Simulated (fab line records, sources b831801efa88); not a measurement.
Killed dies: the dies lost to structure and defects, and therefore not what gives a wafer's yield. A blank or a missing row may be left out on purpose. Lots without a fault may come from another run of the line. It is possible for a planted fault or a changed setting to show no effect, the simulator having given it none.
Problem report in the 8D (eight disciplines) form, filled by code || flow gf180mcu || the parts of the form that need people (team, actions taken, sign-off) are left out

## 1. THE ISSUE
Wafers free of any fault read 692 (standard deviation 5.1) for VT_IMPLANT_4_TW at GF_VT_IMPLANT_TW_MEAS_43, against a mean of 628 on 6 wafers of 2 lots. That puts it -13 standard deviations away from the usual mean.
First observed at day 11 21:28: wafer L794.3, on film-metro-04. Wafers with a number at this step in the record: 42, from 14 lots. Rule for "out" (also "out of limits"): further than 4 standard deviations from the usual mean. The rest of the wafers with a number are treated as sound.

## 2. WHAT IT IS AND WHAT IT IS NOT
{"question": "which readings at this step", "is": "VT_IMPLANT_4_TW", "is not": "-"}
{"question": "which lots", "is": "L794, L798", "is not": "L779, L780, L781, L785, L787, L788, L789, L791, L796, L799, L800, L801"}
{"question": "which wafers of those lots", "is": "all that have a number", "is not": "-"}
{"question": "read on which gauges", "is": "film-metro-02, film-metro-04", "is not": "film-metro-01"}
{"question": "when", "is": "from day 11 21:28", "is not": "up to then (24 sound wafers); but 12 sound wafers of L796, L799, L800, L801 came after"}

## 3. WHAT RULES OUT EACH SUSPECT
Counting: a tool stays on the suspect list if, at a process step up to the reading, it processed all lots that are out and no sound lot following the first of them.
- ruled out: the gauge at GF_VT_IMPLANT_TW_MEAS_43. Those wafers that are out were read across 2 gauges (film-metro-02, film-metro-04).
- implanter-03 at GF_VT_IMPLANT_IMPLANT_41: kept. All lots that are out passed through it, beginning with L794 at day 11 21:15, and no sound lot followed; its final sound lot before that point was L789 at day 10 15:16.
After counting, what remains is implanter-03 at GF_VT_IMPLANT_IMPLANT_41.

## 4. THE CAUSE (what the simulator had put in)
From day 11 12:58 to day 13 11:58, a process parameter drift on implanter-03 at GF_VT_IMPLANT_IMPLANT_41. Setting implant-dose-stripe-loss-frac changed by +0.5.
This tool alone remained once counting was done.

## 5. THE EFFECT CHAIN, in route order
Rows list readings where the struck wafers' mean (over those with a number) sits beyond 3 standard deviations from the usual. Only readings for which the record gives a usual standard deviation are gone through. hours: the time from each lot's start at the first step in this table that gives one to its start at this step, as a median over the lots. sigmas: the change in usual standard deviations.
{"hours": 0, "step": "GF_VT_IMPLANT_TW_MEAS_43", "reading": "VT_IMPLANT_4_TW", "usual": 692, "on struck wafers": 628, "change": -64, "sigmas": -13}
Later steps that measure or inspect, where all struck wafers having a row at the step show a number for every such reading and not one has moved that far: GF_SAB_OVL_MEAS_10, GF_M3_CD_MEAS_14.

## 6. HOW IT WOULD HAVE BEEN CAUGHT EARLIER
Counted from the fault's start at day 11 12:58, it took 9 hours until the first out-of-limits reading at a measuring or inspecting step in this record, taken at day 11 21:28.
Of the lots that are out (2), L798 began GF_VT_IMPLANT_IMPLANT_41 on implanter-03 after day 11 21:28. Had the tool been put on hold then, it would have been spared.
